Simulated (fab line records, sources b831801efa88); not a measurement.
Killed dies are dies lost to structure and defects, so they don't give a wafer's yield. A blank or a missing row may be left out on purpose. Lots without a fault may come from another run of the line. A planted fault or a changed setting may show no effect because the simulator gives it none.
Which tool did it? | flow gf180mcu | 13 lots, 39 wafers sampled, at 4 steps of a route of 602

WHAT THE GAUGES READ, wafer by wafer
GF_STI_THK_MEAS_30. Usual: STI_OXIDATION_02_THK 10.08 nm, standard deviation 0.19.
lot  | measured    | on            | STI_OXIDATION_02_THK (nm) | flag
L212 | day 2 06:08 | film_metro-04 | 9.95 10.01 9.96           |
L213 | day 2 14:14 | film_metro-01 | 10.27 10.21 10.14         |
L215 | day 2 22:05 | film_metro-01 | 9.85 9.91 10.00           |
L217 | day 3 07:08 | film_metro-02 | 10.07 10.05 10.23         |
L219 | day 3 20:59 | film_metro-02 | 9.87 10.03 9.93           |
L222 | day 4 11:15 | film_metro-02 | 10.27 10.03 10.12         |
L223 | day 4 15:22 | film_metro-04 | 10.18 10.05 10.22         |
L227 | day 5 11:20 | film_metro-01 | 10.32 10.16 10.05         |
L228 | day 5 15:46 | film_metro-02 | 10.02 10.18 10.21         |
L229 | day 5 20:40 | film_metro-04 | 10.16 10.40 10.19         |
L230 | day 6 03:18 | film_metro-01 | 9.98 9.91 9.85            |
L232 | day 6 12:49 | film_metro-04 | 9.71 9.67 9.71            |
L234 | day 6 23:28 | film_metro-01 | 9.74 9.73 9.64            |

GF_VT_IMPLANT_OVL_MEAS_40. Usual: VT_IMPLANT_03_OVL -1.3 nm, standard deviation 1.6.
lot  | measured     | on         | VT_IMPLANT_03_OVL (nm) | flag
L212 | day 7 11:37  | overlay-01 | -3.7 -2.1 -3.0         |
L213 | day 7 20:16  | overlay-01 | -3.1 -3.4 -4.5         |
L215 | day 8 09:25  | overlay-01 | 0.6 -0.9 -1.3          |
L217 | day 8 21:04  | overlay-01 | -1.0 0.0 -0.5          |
L219 | day 9 16:28  | overlay-02 | -0.5 -1.4 -1.1         |
L222 | day 10 11:56 | overlay-02 | -1.2 -2.7 -1.5         |
L223 | day 10 16:10 | overlay-01 | -0.8 -0.7 -0.3         |
L227 | day 11 19:13 | overlay-02 | 1.5 0.6 0.0            |
L228 | day 11 22:34 | overlay-02 | -2.4 0.7 0.6           |
L229 | day 12 05:37 | overlay-01 | -2.5 -4.4 -4.0         |
L230 | day 12 14:07 | overlay-01 | -1.5 -2.0 -2.5         |
L232 | day 13 03:22 | overlay-01 | 0.9 2.0 0.3            |
L234 | day 13 15:37 | overlay-01 | -2.9 2.2 -1.0          |

WHICH TOOL RAN EACH LOT (tool, then ch and the chambers of the sampled wafers, then the start)
lot  | GF_MVPSD_COAT_02                  | GF_MVPSD_STRIP_10
L212 | litho_track-03 ch 0, day 4 15:50  | plasma_asher-04 ch 0,1, day 4 23:03
L213 | litho_track-04 ch 0, day 4 23:34  | plasma_asher-04 ch 0,1, day 5 07:24
L215 | litho_track-04 ch 0, day 5 10:45  | plasma_asher-04 ch 0,1, day 5 18:15
L217 | litho_track-02 ch 0, day 5 21:04  | plasma_asher-02 ch 0,1, day 6 04:30
L219 | litho_track-03 ch 0, day 6 13:16  | plasma_asher-02 ch 0,1, day 6 21:33
L222 | litho_track-03 ch 0, day 7 07:23  | plasma_asher-03 ch 0,1, day 7 15:33
L223 | litho_track-03 ch 0, day 7 10:17  | plasma_asher-02 ch 0, day 7 18:27
L227 | litho_track-02 ch 0, day 8 10:02  | plasma_asher-02 ch 0,1, day 8 19:30
L228 | litho_track-04 ch 0, day 8 15:13  | plasma_asher-03 ch 0,1, day 9 00:06
L229 | litho_track-04 ch 0, day 8 21:29  | plasma_asher-02 ch 0,1, day 9 06:00
L230 | litho_track-04 ch 0, day 9 04:38  | plasma_asher-02 ch 0,1, day 9 14:03
L232 | litho_track-02 ch 0, day 9 15:35  | plasma_asher-04 ch 0,1, day 10 00:15
L234 | litho_track-04 ch 0, day 10 03:05 | plasma_asher-04 ch 0,1, day 10 12:37
- GF_MVPSD_COAT_02: resist thk 3000 nm.
- GF_MVPSD_STRIP_10: strips in O2/N2.

WHAT THE TOOLS THEMSELVES READ (means of the sampled wafers that have a number; where no wafer has one, the mark that the record gives instead)
GF_MVPSD_STRIP_10. Usual: drypump_motor_current_A 6.1 A, standard deviation 0.4; heater_power_w 341 W, standard deviation 28; oes_product_au 0.722 a.u., standard deviation 0.0044; strip_time_to_endpoint_s 36.92 s, standard deviation 0.11.
lot  | tool            | drypump_motor_current_A (A) | heater_power_w (W) | oes_product_au (a.u.) | strip_time_to_endpoint_s (s) | flag
L212 | plasma_asher-04 | 5.9                         | 340                | 0.724                 | 37.03                        |
L213 | plasma_asher-04 | 5.9                         | 343                | 0.725                 | 36.83                        |
L215 | plasma_asher-04 | 5.9                         | 343                | 0.722                 | 36.84                        |
L217 | plasma_asher-02 | 6.1                         | 340                | 0.720                 | 36.93                        |
L219 | plasma_asher-02 | 6.1                         | 343                | 0.728                 | 36.84                        |
L222 | plasma_asher-03 | 5.6                         | 353                | 0.726                 | 35.52                        | OFF
L223 | plasma_asher-02 | 5.8                         | 353                | 0.721                 | 35.54                        | OFF
L227 | plasma_asher-02 | 6.1                         | 340                | 0.722                 | 36.80                        |
L228 | plasma_asher-03 | 5.6                         | 353                | 0.725                 | 37.05                        |
L229 | plasma_asher-02 | 6.1                         | 336                | 0.726                 | 36.96                        |
L230 | plasma_asher-02 | 6.4                         | 323                | 0.720                 | 36.86                        |
L232 | plasma_asher-04 | 5.9                         | 344                | 0.719                 | 36.78                        |
L234 | plasma_asher-04 | 5.9                         | 343                | 0.722                 | 37.14                        |

THE ANSWER, worked out from the rows above alone
Rule: a lot is off if the mean of its wafers that have a number lies more than 3 standard deviations from the usual mean. A lot without any number at a reading at which 4 lots or more have one is off too. The other lots that the step has rows for count as sound. The gauges are gone through in route order, then the tools' own readings, and for those a lot's mean is taken as printed above. The first step at which some lot is off is used, and at that step the reading that is off furthest; a lot without a number counts as furthest.
Off: L222, L223, at GF_MVPSD_STRIP_10 (strip_time_to_endpoint_s).
A tool fits if, at that step or a process step before it, it ran every lot that is off, and no sound lot after the first of them. One fits: litho_track-03 at GF_MVPSD_COAT_02. Its last sound lot is L219 (day 6 13:16), its first lot that is off L222 (day 7 07:23): a fault that began between those two fits.

WHAT THE SIMULATOR HAD PUT IN
Process parameter drift: litho_track-03, from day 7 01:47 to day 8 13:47, at GF_MVPSD_COAT_02. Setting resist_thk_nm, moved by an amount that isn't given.
Lots struck among those shown: L222, L223. The rule above found the same.
